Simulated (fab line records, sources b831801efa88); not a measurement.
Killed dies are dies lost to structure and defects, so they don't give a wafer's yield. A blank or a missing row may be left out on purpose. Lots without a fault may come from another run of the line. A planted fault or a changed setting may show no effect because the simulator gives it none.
fab line records | flow sfq_line
record lots=5 wafers=15 last_day=92
route steps=325 shown R5@216 I5@228 C5@240 M6@251
lots that met no fault: from a run of the same line without faults
start_h: hours from the record's first day to the start of the lot's first wafer shown | wait_h: hours since the lot's step before | " the same as in the row above | L1.1+2: a row that stands for several wafers | - no value, or no start given | * or withheld: withheld | < > ~ a bound
route shown NAME@n: a module of which the file shows steps, and the number in the route of the first | usual: mean/standard deviation of fault-free wafers | same: alike in all rows | chamber/n: place in a boat | sites: the reading at each site | _std_site: their standard deviation | _edge_site: outer sites' mean less inner sites' | radius_mm: how far each site lies from the wafer's centre | mask NAME#n: copy n | behind: the tool/chamber that last shaped the wafer | hold: why the lot was held/for how many hours/how that ended | device: the transistor (n, p or np) that didn't switch | end of line: the same wafers' tests at the end of the route | a step without rows: its recipe alone | killed: dies lost to structure and defects at the first sort, not the wafer's yield | map: a wafer's dies, x killed, . not, _ none there
set.NAME: the setting as run; set.NAME@STEP: as run at that earlier step | model.NAME: the simulator's own value behind a step, which no gauge read
lots at some steps of the route; a table a step, a row a wafer
services: from which hour (start_h, from the record's first day; less than 0 if before it) a tool's chamber was out of use, for how many hours, and why
## steps
# step SFQ_R5_THK_MEAS_934
# recipe thk_meas_gauge=xrf reads=MoNx_of_TRILAYER_R5_DEP_SPUTTER_133
# usual R5_MONX_THK=40.1/0.65
# columns lot.wafer tool chamber start_h wait_h R5_MONX_THK[nm]
L340.2 film_metro-03 - 1635.17 0.1 40.0
L340.3 " - " " 40.7
L340.6 " - " " 40.0
L346.1 film_metro-01 - 1710.16 0.1 39.3
L346.4 " - " " 39.7
L346.6 " - " " 40.2
L347.2 film_metro-04 - 1716.17 0.1 40.3
L347.5 " - " " 41.2
L347.6 " - " " 39.3
L349.1 film_metro-01 - 1721.60 0.1 39.3
L349.2 " - " " 39.5
L349.5 " - " " 40.2
L353.3 film_metro-03 - 1744.90 0.1 40.4
L353.4 " - " " 40.8
L353.6 " - " " 40.4
# step SFQ_TRILAYER_R5_LITHO_COAT_141
# recipe resist=BARC spin_rpm=3000 resist_thk_nm=62
# step SFQ_TRILAYER_R5_LITHO_COAT_136
# recipe resist=KrF spin_rpm=3000 resist_thk_nm=600
# step SFQ_TRILAYER_R5_LITHO_SOFTBAKE_140
# recipe temp_c=withheld time_s=withheld resist=KrF
# step SFQ_TRILAYER_R5_LITHO_EXPOSE_137
# recipe mask_id=R5 na=0.6 source_shape=conventional sigma_outer=0.65 target_cd_nm=500 dose_mj=14.4
# step SFQ_TRILAYER_R5_LITHO_PEB_139
# recipe peb_temp_c=115 peb_time_s=60 resist=KrF
# step SFQ_TRILAYER_R5_LITHO_DEVELOP_138
# recipe time_s=60 resist=KrF
# step SFQ_R5_OVL_MEAS_935
# usual R5_OVL=1/6
# columns lot.wafer tool chamber start_h wait_h R5_OVL[nm]
L340.2 overlay-02 - 1643.48 0.1 -2
L340.3 " - " " -2
L340.6 " - " " 4
L346.1 overlay-02 - 1714.44 0.1 2
L346.4 " - " " 0
L346.6 " - " " -9
L347.2 overlay-02 - 1805.63 0.1 -6
L347.5 " - " " 0
L347.6 " - " " -5
L349.1 overlay-02 - 1811.62 0.1 7
L349.2 " - " " 0
L349.5 " - " " 10
L353.3 overlay-02 - 1832.28 0.1 -1
L353.4 " - " " 6
L353.6 " - " " 6
# step SFQ_TRILAYER_R5_BARC_OPEN_METAL_ETCH_177
# recipe mask_material=PR chemistry=O2 target_depth_nm=125 target=BARC icp_w=600 bias_w=80 pressure_mtorr=10 time_s=41.7
# usual drypump_motor_current_A=5.7/0.42 oes_product_au=0.685/0.0044
# columns lot.wafer tool chamber start_h wait_h drypump_motor_current_A oes_product_au rf_hours_counter_h
L340.2 rie_metal-03 1 1643.51 0.0 5.2 0.679 75
L340.3 " 1 " " 5.2 0.686 -
L340.6 " 0 " " 5.9 0.693 -
L346.1 rie_metal-03 1 1714.47 0.0 5.1 0.685 87
L346.4 " 0 " " 5.9 0.682 -
L346.6 " 0 " " 5.9 0.686 -
L347.2 rie_metal-02 1 1805.66 0.0 6.3 0.681 37
L347.5 " 1 " " 6.3 0.679 -
L347.6 " 0 " " 5.6 0.695 -
L349.1 rie_metal-02 1 1811.66 0.0 6.3 0.687 38
L349.2 " 0 " " 5.6 0.689 12
L349.5 " 0 " " 5.6 0.687 -
L353.3 rie_metal-03 1 1832.33 0.0 5.1 0.684 -
L353.4 " 0 " " 5.9 0.690 -
L353.6 " 1 " " 5.1 0.678 -
# step SFQ_TRILAYER_R5_ETCH_METAL_ETCH_139
# recipe stop_on=SiO2 mask_material=PR chemistry=Cl2 target_depth_nm=60 icp_w=600 bias_w=80 pressure_mtorr=10 time_s=40
# step SFQ_TRILAYER_R5_STRIP_STRIP_140
# recipe gas=O2 power_w=200 platen_temp_c=40 overash_fraction=0.65 chemistry=O2 pressure_mtorr=50
# usual drypump_motor_current_A=5.7/0.42 oes_product_au=0.999/0.014 platen_temp_c=39.98/0.11
# columns lot.wafer tool chamber start_h wait_h drypump_motor_current_A oes_product_au platen_temp_c rf_hours_counter_h
L340.2 rie_metal-03 1 1643.63 0.0 5.2 1.013 40.09 75
L340.3 " 1 " " 5.2 1.015 40.08 -
L340.6 " 0 " " 5.9 1.024 40.03 -
L346.1 rie_metal-03 1 1714.59 0.0 5.2 1.002 40.16 87
L346.4 " 0 " " 5.9 1.014 40.02 -
L346.6 " 0 " " 6.0 1.019 40.14 -
L347.2 rie_metal-02 1 1805.78 0.0 6.3 1.005 40.03 38
L347.5 " 1 " " 6.3 1.002 40.12 -
L347.6 " 0 " " 5.5 1.011 40.18 -
L349.1 rie_metal-02 1 1811.78 0.0 6.3 1.001 40.14 38
L349.2 " 0 " " 5.6 0.996 39.83 13
L349.5 " 0 " " 5.5 1.000 39.79 -
L353.3 rie_metal-03 1 1832.62 0.2 5.2 0.988 39.98 -
L353.4 " 0 " " 5.9 1.016 39.59 -
L353.6 " 1 " " 5.2 0.994 40.04 -
# step SFQ_TRILAYER_R5_STRIP_SOLV_CLEAN_141
# recipe chemistry=NMP temp_c=70 time_s=600
# step SFQ_TRILAYER_A5C_DEP_PECVD_142
# recipe material=SiO2 temp_c=150 time_s=15.556 pressure_torr=2.4 rf_w=183.3 precursor=SiH4/N2O target_thk_nm=70
# usual heater_power_w=83/17 throttle_valve_pct=25.6/2
# columns lot.wafer tool chamber start_h wait_h heater_power_w throttle_valve_pct model.SiO2_of_TRILAYER_A5C_DEP_PECVD_142.thk_nm
L340.2 pecvd-02 0 1644.40 0.0 85 25.8 70.58
L340.3 " 1 " " 59 24.5 71.07
L340.6 " 0 " " 88 25.9 72.08
L346.1 pecvd-04 2 1715.57 0.0 68 23.9 70.52
L346.4 " 1 " " 85 25.8 69.08
L346.6 " 2 " " 67 23.9 71.36
L347.2 pecvd-04 2 1806.55 0.0 62 24.3 69.82
L347.5 " 1 " " 82 25.9 69.8
L347.6 " 2 " " 63 23.9 71.72
L349.1 pecvd-04 0 1812.55 0.0 67 29.5 68.62
L349.2 " 2 " " 70 24.3 69.9
L349.5 " 2 " " 73 24.1 105.7
L353.3 pecvd-03 0 1833.20 0.0 112 23.8 69.02
L353.4 " 2 " " 100 25.0 70.98
L353.6 " 0 " " 113 23.8 70.11
# step SFQ_TRILAYER_I5_LITHO_COAT_149
# recipe resist=BARC spin_rpm=3000 resist_thk_nm=62
# step SFQ_TRILAYER_I5_LITHO_COAT_144
# recipe resist=KrF spin_rpm=3000 resist_thk_nm=650
# step SFQ_TRILAYER_I5_LITHO_SOFTBAKE_148
# recipe temp_c=withheld time_s=withheld resist=KrF
# step SFQ_TRILAYER_I5_LITHO_EXPOSE_145
# recipe mask_id=I5 na=0.6 source_shape=conventional sigma_outer=0.65 target_cd_nm=700 dose_mj=21.3
# step SFQ_TRILAYER_I5_LITHO_PEB_147
# recipe peb_temp_c=115 peb_time_s=60 resist=KrF
# step SFQ_TRILAYER_I5_LITHO_DEVELOP_146
# recipe time_s=60 resist=KrF
# step SFQ_I5_OVL_MEAS_936
# usual I5_OVL=-3/5.7
# columns lot.wafer tool chamber start_h wait_h I5_OVL[nm]
L340.2 overlay-02 - 1650.68 0.1 1
L340.3 " - " " -5
L340.6 " - " " 0
L346.1 overlay-02 - 1728.51 0.1 -2
L346.4 " - " " 6
L346.6 " - " " 0
L347.2 overlay-01 - 1808.96 0.1 1
L347.5 " - " " -3
L347.6 " - " " -1
L349.1 overlay-02 - 1814.83 0.1 -5
L349.2 " - " " -6
L349.5 " - " " 0
L353.3 overlay-01 - 1857.13 0.1 5
L353.4 " - " " 3
L353.6 " - " " -3
# step SFQ_TRILAYER_I5_BARC_OPEN_VIA_ETCH_200
# recipe mask_material=PR chemistry=O2 target_depth_nm=125 target=BARC source_w=500 bias_w=80 pressure_mtorr=30 time_s=41.7
# step SFQ_TRILAYER_I5_ETCH_VIA_ETCH_147
# recipe stop_on=Nb mask_material=PR chemistry=CHF3 target_depth_nm=360 source_w=500 bias_w=80 pressure_mtorr=30 time_s=withheld
# step SFQ_TRILAYER_I5_STRIP_STRIP_148
# recipe gas=O2 power_w=200 platen_temp_c=40 overash_fraction=0.65 chemistry=O2 pressure_mtorr=50
# usual drypump_motor_current_A=5.7/0.37 oes_product_au=0.997/0.015 platen_temp_c=39.99/0.097
# columns lot.wafer tool chamber start_h wait_h drypump_motor_current_A oes_product_au platen_temp_c rf_hours_counter_h
L340.2 rie_metal-01 0 1650.90 - 5.3 0.955 40.01 50
L340.3 " 0 " " 5.3 0.963 40.04 -
L340.6 " 0 " " 5.3 0.960 40.07 -
L346.1 rie_metal-01 1 1728.73 - 6.0 1.000 39.99 67
L346.4 " 1 " " 6.0 1.001 40.04 -
L346.6 " 1 " " 6.0 1.001 40.15 -
L347.2 rie_metal-02 0 1809.18 - 5.5 1.001 40.00 12
L347.5 " 1 " " 6.3 1.019 40.15 -
L347.6 " 0 " " 5.6 0.990 39.93 -
L349.1 rie_metal-02 0 1815.05 - 5.5 1.009 39.95 13
L349.2 " 1 " " 6.3 1.007 39.75 39
L349.5 " 0 " " 5.5 0.998 40.08 -
L353.3 rie_metal-02 0 1857.55 - 5.5 0.983 39.99 -
L353.4 " 1 " " 6.3 0.999 40.02 -
L353.6 " 0 " " 5.5 0.998 40.00 -
# step SFQ_TRILAYER_I5_STRIP_SOLV_CLEAN_149
# recipe chemistry=NMP temp_c=70 time_s=600
# step SFQ_TRILAYER_C5_LITHO_COAT_156
# recipe resist=BARC spin_rpm=3000 resist_thk_nm=62
# step SFQ_TRILAYER_C5_LITHO_COAT_151
# recipe resist=KrF spin_rpm=3000 resist_thk_nm=650
# step SFQ_TRILAYER_C5_LITHO_SOFTBAKE_155
# recipe temp_c=withheld time_s=withheld resist=KrF
# step SFQ_TRILAYER_C5_LITHO_EXPOSE_152
# recipe mask_id=C5 na=0.6 source_shape=conventional sigma_outer=0.65 target_cd_nm=500 dose_mj=21.3
# step SFQ_TRILAYER_C5_LITHO_PEB_154
# recipe peb_temp_c=115 peb_time_s=60 resist=KrF
# step SFQ_TRILAYER_C5_LITHO_DEVELOP_153
# recipe time_s=60 resist=KrF
# step SFQ_C5_OVL_MEAS_937
# usual C5_OVL=4/6.2
# columns lot.wafer tool chamber start_h wait_h C5_OVL[nm]
L340.2 overlay-02 - 1738.11 0.1 6
L340.3 " - " " 4
L340.6 " - " " 3
L346.1 overlay-01 - 1759.70 0.1 13
L346.4 " - " " 11
L346.6 " - " " 0
L347.2 overlay-01 - 1830.06 0.1 -5
L347.5 " - " " -3
L347.6 " - " " -5
L349.1 overlay-01 - 1832.46 0.1 -2
L349.2 " - " " 5
L349.5 " - " " 0
L353.3 overlay-01 - 1872.86 0.1 -5
L353.4 " - " " -3
L353.6 " - " " -6
# step SFQ_TRILAYER_C5_BARC_OPEN_VIA_ETCH_210
# recipe mask_material=PR chemistry=O2 target_depth_nm=125 target=BARC source_w=500 bias_w=80 pressure_mtorr=30 time_s=41.7
# usual drypump_motor_current_A=5.5/0.4 oes_product_au=0.685/0.0044
# columns lot.wafer tool chamber start_h wait_h drypump_motor_current_A oes_product_au rf_hours_counter_h
L340.2 rie_diel-04 1 1738.14 0.0 5.2 0.684 2
L340.3 " 3 " " 5.7 0.683 1
L340.6 " 0 " " 5.8 0.685 -
L346.1 rie_diel-03 0 1759.73 0.0 5.3 0.683 15
L346.4 " 0 " " 5.3 0.685 -
L346.6 " 3 " " 5.5 0.684 -
L347.2 rie_diel-03 3 1830.09 0.0 5.5 0.686 14
L347.5 " 0 " " 5.3 0.675 -
L347.6 " 3 " " 5.5 0.684 -
L349.1 rie_diel-02 0 1832.49 0.0 5.9 0.686 11
L349.2 " 3 " " 6.2 0.682 13
L349.5 " 3 " " 6.2 0.691 -
L353.3 rie_diel-02 3 1872.88 0.0 6.2 0.687 13
L353.4 " 2 " " 6.0 0.684 7
L353.6 " 0 " " 5.9 0.684 -
# step SFQ_TRILAYER_C5_ETCH_VIA_ETCH_154
# recipe target=SiO2 mask_material=PR chemistry=CHF3 target_depth_nm=84 source_w=500 bias_w=80 pressure_mtorr=30 time_s=withheld stop_on=Nb
# usual drypump_motor_current_A=5.5/0.39 oes_product_au=0.897/0.0089
# columns lot.wafer tool chamber start_h wait_h drypump_motor_current_A oes_product_au model.etch.depth_nm model.C5.feature_depth_nm
L340.2 rie_diel-04 1 1738.18 0.0 5.2 0.895 70.58 70.58
L340.3 " 3 " " 5.6 0.908 71.07 71.07
L340.6 " 0 " " 5.9 0.910 72.08 72.08
L346.1 rie_diel-03 0 1759.77 0.0 5.3 0.896 70.52 70.52
L346.4 " 0 " " 5.3 0.890 69.08 69.08
L346.6 " 3 " " 5.5 0.900 71.36 71.36
L347.2 rie_diel-03 3 1830.13 0.0 5.5 0.893 69.82 69.82
L347.5 " 0 " " 5.3 0.894 69.8 69.8
L347.6 " 3 " " 5.6 0.913 71.72 71.72
L349.1 rie_diel-02 0 1832.53 0.0 5.9 0.877 68.62 68.62
L349.2 " 3 " " 6.2 0.888 69.9 69.9
L349.5 " 3 " " 6.2 0.988 81.83 81.83
L353.3 rie_diel-02 3 1872.92 0.0 6.2 0.892 69.02 69.02
L353.4 " 2 " " 6.0 0.907 70.98 70.98
L353.6 " 0 " " 5.9 0.901 70.11 70.11
# step SFQ_TRILAYER_C5_STRIP_STRIP_155
# recipe gas=O2 power_w=200 platen_temp_c=40 overash_fraction=0.65 chemistry=O2 pressure_mtorr=50
# usual drypump_motor_current_A=5.5/0.33 oes_product_au=1.000/0.014 platen_temp_c=40.00/0.11
# columns lot.wafer tool chamber start_h wait_h drypump_motor_current_A oes_product_au platen_temp_c rf_hours_counter_h
L340.2 rie_metal-03 0 1738.23 - 6.0 1.003 40.08 106
L340.3 " 1 " " 5.2 1.006 40.10 -
L340.6 " 0 " " 6.0 1.019 40.08 -
L346.1 rie_metal-03 1 1759.82 - 5.2 0.994 39.96 93
L346.4 " 1 " " 5.2 1.000 39.86 -
L346.6 " 0 " " 5.9 1.008 40.03 -
L347.2 rie_metal-01 0 1830.18 - 5.3 0.985 40.01 71
L347.5 " 1 " " 6.0 1.010 39.95 -
L347.6 " 0 " " 5.3 0.972 40.00 -
L349.1 rie_metal-04 0 1832.58 - 5.4 1.009 39.94 40
L349.2 " 0 " " 5.4 1.007 39.92 -
L349.5 " 0 " " 5.4 1.009 39.84 -
L353.3 rie_metal-03 0 1873.17 - 5.9 1.014 39.87 -
L353.4 " 1 " " 5.1 0.991 39.92 -
L353.6 " 1 " " 5.1 0.984 40.03 -
# step SFQ_TRILAYER_C5_STRIP_SOLV_CLEAN_156
# recipe chemistry=NMP temp_c=70 time_s=600
# step SFQ_TRILAYER_M6_DEP_PRE_CLEAN_158
# recipe gas=Ar time_s=22.5 bias_v=250
# columns lot.wafer tool chamber start_h wait_h model.SiO2_of_TRILAYER_A5C_DEP_PECVD_142.thk_nm
L340.2 pvd_sputter-04 - 1739.02 0.0 63.08
L340.3 " - " " 63.57
L340.6 " - " " 64.58
L346.1 pvd_sputter-04 - 1760.60 0.0 63.02
L346.4 " - " " 61.58
L346.6 " - " " 63.86
L347.2 pvd_sputter-04 - 1830.96 0.0 62.32
L347.5 " - " " 62.3
L347.6 " - " " 64.22
L349.1 pvd_sputter-06 - 1833.96 0.0 61.12
L349.2 " - " " 62.4
L349.5 " - " " 98.22
L353.3 pvd_sputter-04 - 1873.74 0.0 61.52
L353.4 " - " " 63.48
L353.6 " - " " 62.62
# step SFQ_TRILAYER_M6_DEP_SPUTTER_157
# recipe material=Nb base_pressure_pa=1.33e-06 chamber_pressure_pa=0.1333 substrate_temp_c=20 target_thk_nm=200 power_w=2000 time_s=133.3
## services
# columns tool chamber start_h hours kind
rie_metal-03 - 1622.14 0.2 repair
pecvd-04 0 1624.22 5.3 repair
pecvd-03 - 1627.44 4.2 repair
pecvd-04 - 1636.08 0.7 repair
rie_metal-04 - 1642.61 1.8 repair
pecvd-04 - 1647.11 2.8 pm
rie_diel-04 2 1649.89 8.6 repair
pvd_sputter-06 - 1660.33 1.8 repair
rie_diel-03 0 1662.14 14.7 repair
pecvd-04 - 1667.39 5.0 repair
pvd_sputter-06 - 1671.29 0.5 repair
rie_diel-03 - 1686.11 0.9 repair
pecvd-04 - 1692.08 0.6 repair
rie_diel-02 - 1735.07 0.2 repair
pvd_sputter-04 - 1751.65 7.8 repair
rie_metal-01 0 1752.37 4.8 repair
rie_diel-03 2 1757.95 15.7 repair
rie_metal-01 - 1773.49 4.3 pm
rie_diel-02 1 1776.30 2.3 repair
rie_metal-03 0 1786.01 32.8 repair
pecvd-04 - 1831.56 14.6 pm
rie_metal-02 - 1851.52 1.2 repair
rie_diel-03 1 1857.22 4.6 repair
pvd_sputter-04 - 1865.47 0.7 repair
## key
first_sign step=SFQ_TRILAYER_C5_ETCH_VIA_ETCH_154 reading=oes_product_au direction=up sigmas=10 usual=0.897 struck=0.988
effect none on later readings
model_effect step=SFQ_TRILAYER_A5C_DEP_PECVD_142 value=SiO2_of_TRILAYER_A5C_DEP_PECVD_142.thk_nm without=70.92 struck=105.7
model_effect step=SFQ_TRILAYER_C5_ETCH_VIA_ETCH_154 value=etch.depth_nm without=70.92 struck=81.83
model_effect step=SFQ_TRILAYER_M6_DEP_PRE_CLEAN_158 value=SiO2_of_TRILAYER_A5C_DEP_PECVD_142.thk_nm without=63.42 struck=98.22
met_at SFQ_TRILAYER_A5C_DEP_PECVD_142
struck_wafers L349.5
onset_between 1806.55 1812.55
fault kind=process_parameter_drift tool=pecvd-04 chamber=- onset_h=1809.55 steps=SFQ_TRILAYER_A5C_DEP_PECVD_142 channel=target_thk_nm offset=34.533 shape=step end_h=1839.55 scope=struck_wafers_only acts_in=these_recipes_only stated=70
